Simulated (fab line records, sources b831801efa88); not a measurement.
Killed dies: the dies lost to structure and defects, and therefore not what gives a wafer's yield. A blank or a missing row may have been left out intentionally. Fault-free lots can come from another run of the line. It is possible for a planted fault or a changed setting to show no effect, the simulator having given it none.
The same fault as seen by 2 desks    flow gf180mcu    numbers are kept per desk, each desk with only its own; the story behind them comes last

THE METROLOGY DESK
Means of the sampled wafers that have a number, per lot and without regard to the tool the lot ran on: this is what the gauges read. If a lot's mean is further than 4 standard deviations from the usual mean, the lot is out of limits and carries the mark OUT (the distance appears in the brackets).
Columns: A = V3_W_THK at GF_V3_THK_MEAS_25, usual 354 nm; B = V5_CVD_00_THK at GF_V5_THK_MEAS_01, usual 299.0 nm
lot   first seen here  A    B
L695  day 22 04:27     351  302.5
L696  day 22 06:00     350  297.6
L697  day 22 22:28     355  300.6
L699  day 23 18:33     349  302.4
L700  day 24 01:05     351  296.8
L701  day 24 13:11     364  297.0
L706  day 26 00:16     350  300.0
L713  day 28 15:13     351  299.3
L714  day 28 23:48     358  298.3
L715  day 29 05:24     355  296.9
L716  day 29 11:24     349  298.2
L717  day 29 13:44     353  296.7
L718  day 30 00:37     360  296.7
Result from this desk: across the 13 lots, nothing is out of limits.

TOOL OWNER'S DESK, rieMetal-04
The tool's own readings at GF_TOP_METAL_METAL_ETCH_16 (etches the open film in Cl2/BCl3, stops on SiO2, target depth 1077.5 nm, time 179.6 s): means of the sampled wafers that have a number, for each lot that ran on this tool. If a lot's mean is further than 4 standard deviations from the usual mean, the lot is out of limits and carries the mark OUT (the distance appears in the brackets).
Columns: A = chamberPressureMTorr at GF_TOP_METAL_METAL_ETCH_16, usual 8.001 mTorr; B = drypumpMotorCurrentA at GF_TOP_METAL_METAL_ETCH_16, usual 5.53 A; C = oesProductAu at GF_TOP_METAL_METAL_ETCH_16, usual 0.962 a.u.; D = runLengthS at GF_TOP_METAL_METAL_ETCH_16, usual 207.7 s; E = throttleValvePct at GF_TOP_METAL_METAL_ETCH_16, usual 28.260 %
lot   first seen here  A      B     C      D                E
L696  day 28 00:39     7.994  5.42  0.963  207.6            28.256
L700  day 29 11:25     7.998  5.43  0.966  207.5            28.262
L701  day 30 00:54     7.989  5.41  0.955  207.2            28.268
L706  day 31 03:38     8.007  5.30  0.982  195.6 (-17) OUT  28.231
Finding of this desk: L706 out of limits; the first was L706 at day 31 03:38, on runLengthS at GF_TOP_METAL_METAL_ETCH_16. L696, L700, L701 stayed within limits.

ALL TOGETHER
On L706, at day 31 03:38, an alarm was possible from the tool owner's desk.
The metrology desk saw nothing out of limits.
The metrology desk has L706 on record, within its limits.
Of the lots named, all ran GF_TOP_METAL_METAL_ETCH_16 on rieMetal-04.

WHAT THE SIMULATOR HAD PUT IN
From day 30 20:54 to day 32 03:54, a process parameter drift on rieMetal-04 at GF_TOP_METAL_METAL_ETCH_16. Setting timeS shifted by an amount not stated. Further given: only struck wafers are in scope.
Struck lots among those shown: L706.
Time in hours from fault onset to the first out-of-limits reading at each desk: the tool owner's desk, 7.
